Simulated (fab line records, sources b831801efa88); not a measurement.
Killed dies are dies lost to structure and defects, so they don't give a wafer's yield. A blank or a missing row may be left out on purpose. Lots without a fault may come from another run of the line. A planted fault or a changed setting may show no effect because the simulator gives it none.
fab line records | flow gf180mcu
record lots=14 wafers=42 last_day=34
route steps=602 shown LVPWELL@58 V1@357 M2@366 M3@409
lots that met no fault: from a run of the same line without faults
start_h: hours from the record's first day to the start of the lot's first wafer shown | wait_h: hours since the lot's step before | " the same as in the row above | L1.1+2: a row that stands for several wafers | - no value, or no start given | * or withheld: withheld | < > ~ a bound
route shown NAME@n: a module of which the file shows steps, and the number in the route of the first | usual: mean/standard deviation of fault-free wafers | same: alike in all rows | chamber/n: place in a boat | sites: the reading at each site | _std_site: their standard deviation | _edge_site: outer sites' mean less inner sites' | radius_mm: how far each site lies from the wafer's centre | mask NAME#n: copy n | behind: the tool/chamber that last shaped the wafer | hold: why the lot was held/for how many hours/how that ended | device: the transistor (n, p or np) that didn't switch | end of line: the same wafers' tests at the end of the route | a step without rows: its recipe alone | killed: dies lost to structure and defects at the first sort, not the wafer's yield | map: a wafer's dies, x killed, . not, _ none there
set.NAME: the setting as run; set.NAME@STEP: as run at that earlier step | model.NAME: the simulator's own value behind a step, which no gauge read
steps of the route over a sample of lots; a table a step, a row a wafer
services: from which hour (start_h, from the record's first day; less than 0 if before it) a tool's chamber was out of use, for how many hours, and why
## steps
# step GF_LVPWELL_EXPOSE_04
# recipe mask_id=LVPWELL target_cd_nm=600 na=0.6 source_shape=conventional sigma_outer=0.6 dose_mj=260
# usual exposure_dose_mJ_cm2=259.97/0.27 focus_offset_nm=0.1/0.44
# columns lot.wafer tool chamber start_h wait_h mask exposure_dose_mJ_cm2 focus_offset_nm
L191.2 iline_stepper-02 0 80.11 - LVPWELL#0 259.98 0.1
L191.3 " 0 " " LVPWELL#0 259.72 0.0
L191.5 " 0 " " LVPWELL#0 260.44 -0.1
L192.1 iline_stepper-02 0 85.34 - LVPWELL#0 260.45 -0.3
L192.4 " 0 " " LVPWELL#0 260.26 0.2
L192.5 " 0 " " LVPWELL#0 260.34 0.4
L193.3 iline_stepper-02 0 91.86 - LVPWELL#0 260.44 -0.6
L193.4 " 0 " " LVPWELL#0 260.51 0.2
L193.6 " 0 " " LVPWELL#0 260.51 -0.1
L194.1 iline_stepper-02 0 95.23 - LVPWELL#0 259.47 0.3
L194.3 " 0 " " LVPWELL#0 259.86 0.2
L194.5 " 0 " " LVPWELL#0 259.97 0.0
L195.1 iline_stepper-02 0 101.28 - LVPWELL#0 259.83 0.3
L195.2 " 0 " " LVPWELL#0 259.88 -0.4
L195.4 " 0 " " LVPWELL#0 259.76 0.4
L196.2 iline_stepper-02 0 106.40 - LVPWELL#0 259.80 0.5
L196.3 " 0 " " LVPWELL#0 259.97 0.3
L196.4 " 0 " " LVPWELL#0 260.25 0.4
L197.2 iline_stepper-01 0 112.17 - LVPWELL#0 260.14 0.3
L197.4 " 0 " " LVPWELL#0 260.04 0.2
L197.6 " 0 " " LVPWELL#0 259.81 -0.1
L199.2 iline_stepper-01 0 123.04 - LVPWELL#0 260.53 0.2
L199.3 " 0 " " LVPWELL#0 260.20 1.2
L199.4 " 0 " " LVPWELL#0 259.99 -0.4
L200.2 iline_stepper-02 0 127.77 - LVPWELL#0 259.84 0.0
L200.5 " 0 " " LVPWELL#0 260.00 -0.4
L200.6 " 0 " " LVPWELL#0 260.34 -0.3
L201.3 iline_stepper-02 - 135.49 - LVPWELL#0 - -
L201.5 " - " " LVPWELL#0 - -
L201.6 " - " " LVPWELL#0 - -
L202.1 iline_stepper-01 - 140.36 - LVPWELL#0 - -
L202.2 " - " " LVPWELL#0 - -
L202.5 " - " " LVPWELL#0 - -
L205.1 iline_stepper-01 0 157.69 - LVPWELL#0 259.82 -0.6
L205.3 " 0 " " LVPWELL#0 259.88 0.7
L205.4 " 0 " " LVPWELL#0 259.58 0.2
L210.1 iline_stepper-01 0 186.07 - LVPWELL#0 260.28 -0.2
L210.3 " 0 " " LVPWELL#0 260.21 -0.6
L210.5 " 0 " " LVPWELL#0 259.84 -0.4
L211.1 iline_stepper-01 0 189.53 - LVPWELL#0 260.01 -0.3
L211.3 " 0 " " LVPWELL#0 259.94 -0.8
L211.6 " 0 " " LVPWELL#0 260.65 0.2
# step GF_V1_SPUTTER_22
# recipe material=TiN target_thk_nm=10 chamber_pressure_pa=5 power_w=4000 time_s=40
# usual throttle_valve_pct=30.1/0.93
# columns lot.wafer tool chamber start_h wait_h throttle_valve_pct
L191.2 pvd_sputter-02 - 441.81 0.0 29.4
L191.3 " - " " 28.9
L191.5 " - " " 29.1
L192.1 pvd_sputter-01 - 449.60 0.0 29.8
L192.4 " - " " 30.2
L192.5 " - " " 30.3
L193.3 pvd_sputter-02 - 459.47 0.0 29.2
L193.4 " - " " 31.6
L193.6 " - " " 29.6
L194.1 pvd_sputter-04 - 461.79 0.0 30.4
L194.3 " - " " 30.6
L194.5 " - " " 31.0
L195.1 pvd_sputter-02 - 473.31 0.0 30.0
L195.2 " - " " 29.2
L195.4 " - " " 29.2
L196.2 pvd_sputter-02 - 481.51 0.0 29.1
L196.3 " - " " 32.0
L196.4 " - " " 29.0
L197.2 pvd_sputter-04 - 494.85 0.0 30.8
L197.4 " - " " 30.1
L197.6 " - " " 30.1
L199.2 pvd_sputter-02 - 509.64 0.0 28.9
L199.3 " - " " 29.3
L199.4 " - " " 31.6
L200.2 pvd_sputter-04 - 516.34 0.0 30.6
L200.5 " - " " 30.4
L200.6 " - " " 30.7
L201.3 pvd_sputter-04 - 529.51 0.0 30.2
L201.5 " - " " 30.3
L201.6 " - " " 30.6
L202.1 pvd_sputter-01 - 535.60 0.0 29.5
L202.2 " - " " 31.4
L202.5 " - " " 30.3
L205.1 pvd_sputter-02 - 560.74 0.0 31.5
L205.3 " - " " 30.2
L205.4 " - " " 29.4
L210.1 pvd_sputter-04 - 604.67 0.0 29.1
L210.3 " - " " 30.2
L210.5 " - " " 30.6
L211.1 pvd_sputter-04 - 605.36 0.0 30.0
L211.3 " - " " 30.5
L211.6 " - " " 30.9
# step GF_M2_SPUTTER_04
# recipe material=TiN target_thk_nm=50 power_w=6500 time_s=41.7 chamber_pressure_pa=0.4
# usual throttle_valve_pct=30.0/0.92
# columns lot.wafer tool chamber start_h wait_h throttle_valve_pct
L191.2 pvd_sputter-01 - 442.62 0.0 30.6
L191.3 " - " " 31.1
L191.5 " - " " 31.0
L192.1 pvd_sputter-02 - 450.41 0.0 30.5
L192.4 " - " " 31.7
L192.5 " - " " 28.8
L193.3 pvd_sputter-03 - 460.36 0.0 29.6
L193.4 " - " " 29.5
L193.6 " - " " 31.0
L194.1 pvd_sputter-02 - 462.61 0.0 29.2
L194.3 " - " " 29.0
L194.5 " - " " 29.3
L195.1 pvd_sputter-01 - 474.12 0.0 28.3
L195.2 " - " " 31.4
L195.4 " - " " 30.4
L196.2 pvd_sputter-03 - 482.43 0.0 29.3
L196.3 " - " " 30.8
L196.4 " - " " 29.6
L197.2 pvd_sputter-01 - 495.66 0.0 28.2
L197.4 " - " " 30.4
L197.6 " - " " 30.2
L199.2 pvd_sputter-03 - 510.45 0.0 31.0
L199.3 " - " " 29.7
L199.4 " - " " 29.2
L200.2 pvd_sputter-01 - 517.26 0.0 31.3
L200.5 " - " " 29.5
L200.6 " - " " 30.3
L201.3 pvd_sputter-03 - 530.32 0.0 29.6
L201.5 " - " " 29.4
L201.6 " - " " 30.6
L202.1 pvd_sputter-02 - 536.44 0.0 30.5
L202.2 " - " " 29.2
L202.5 " - " " 31.7
L205.1 pvd_sputter-02 - 561.85 0.0 30.4
L205.3 " - " " 31.8
L205.4 " - " " 29.1
L210.1 pvd_sputter-03 - 605.48 0.0 31.0
L210.3 " - " " 29.8
L210.5 " - " " 29.9
L211.1 pvd_sputter-02 - 606.17 0.0 29.2
L211.3 " - " " 31.5
L211.6 " - " " 30.6
# step GF_M3_SPUTTER_00
# recipe material=Ti target_thk_nm=37.5 arriving_ion_energy_ev=80 substrate_temp_c=200 chamber_pressure_pa=2 power_w=4000 time_s=150
# usual throttle_valve_pct=30.1/0.81
# columns lot.wafer tool chamber start_h wait_h throttle_valve_pct
L191.2 pvd_sputter-03 - 493.65 0.1 31.1
L191.3 " - " " 29.7
L191.5 " - " " 29.5
L192.1 pvd_sputter-03 - 501.90 0.2 29.5
L192.4 " - " " 30.6
L192.5 " - " " 29.5
L193.3 pvd_sputter-01 - 511.09 0.2 30.2
L193.4 " - " " 29.3
L193.6 " - " " 31.3
L194.1 pvd_sputter-01 - 513.31 0.2 31.6
L194.3 " - " " 29.8
L194.5 " - " " 30.3
L195.1 pvd_sputter-04 - 524.74 0.2 30.8
L195.2 " - " " 29.1
L195.4 " - " " 30.6
L196.2 pvd_sputter-01 - 531.45 0.2 31.4
L196.3 " - " " 30.4
L196.4 " - " " 28.6
L197.2 pvd_sputter-04 - 543.60 0.2 29.2
L197.4 " - " " 30.7
L197.6 " - " " 30.3
L199.2 pvd_sputter-04 - 558.57 0.2 30.3
L199.3 " - " " 30.5
L199.4 " - " " 29.1
L200.2 pvd_sputter-04 - 565.39 0.1 30.4
L200.5 " - " " 30.8
L200.6 " - " " 29.0
L201.3 pvd_sputter-03 - 576.13 0.2 30.7
L201.5 " - " " 29.4
L201.6 " - " " 29.5
L202.1 pvd_sputter-04 - 583.53 0.2 30.5
L202.2 " - " " 30.5
L202.5 " - " " 30.2
L205.1 pvd_sputter-01 - 607.07 0.2 30.3
L205.3 " - " " 31.3
L205.4 " - " " 29.6
L210.1 pvd_sputter-01 - 649.41 0.1 31.1
L210.3 " - " " 30.4
L210.5 " - " " 29.6
L211.1 pvd_sputter-03 - 650.43 0.2 29.5
L211.3 " - " " 30.9
L211.6 " - " " 29.5
## services
# columns tool chamber start_h hours kind
pvd_sputter-01 - 61.93 29.5 repair
pvd_sputter-04 - 92.31 1.0 repair
pvd_sputter-04 - 111.03 2.6 repair
pvd_sputter-01 - 112.96 2.4 repair
iline_stepper-02 - 137.00 0.6 repair
iline_stepper-02 - 167.81 1.7 pm
pvd_sputter-02 - 174.16 38.2 repair
iline_stepper-01 - 202.09 4.3 repair
iline_stepper-01 - 216.35 1.7 pm
pvd_sputter-02 - 238.78 34.9 repair
pvd_sputter-02 - 270.85 3.1 repair
pvd_sputter-03 - 284.50 2.5 repair
pvd_sputter-02 - 305.62 1.0 repair
pvd_sputter-01 - 318.17 1.7 repair
iline_stepper-02 - 386.04 1.7 pm
pvd_sputter-02 - 391.91 7.3 repair
iline_stepper-02 - 414.83 4.9 repair
iline_stepper-02 - 423.89 2.1 pm
iline_stepper-02 - 466.00 15.5 repair
pvd_sputter-03 - 504.02 0.9 repair
pvd_sputter-01 - 535.85 1.7 repair
pvd_sputter-01 - 538.07 1.2 repair
pvd_sputter-01 - 548.95 46.6 repair
iline_stepper-02 - 604.17 1.7 pm
## key
first_sign step=GF_LVPWELL_EXPOSE_04 reading=tool_record direction=missing
effect none on later readings
met_at GF_LVPWELL_EXPOSE_04
struck_lots L201,L202
sort_left_out L201.3,L201.5,L201.6,L202.1,L202.2,L202.5
tester_left_out L201,L202
not_acting_at GF_V1_SPUTTER_22,GF_M2_SPUTTER_04,GF_M3_SPUTTER_00
onset_between 127.77 135.49
fault kind=skipped_step_whole tool=iline_stepper-01,iline_stepper-02 chamber=- onset_h=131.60 steps=GF_LVPWELL_EXPOSE_04 scope=struck_lots_only
# tester_left_out: of these lots the tester's yield and bins aren't shown, on N5 and GAA mostly nor the transistor test; their killed dies are dies lost to structure and defects alone, not to doping, threshold or leakage, so they don't give the yield
# sort_left_out: the simulated sort isn't trusted on such a fault, so these wafers' sort isn't shown, and their yield isn't known
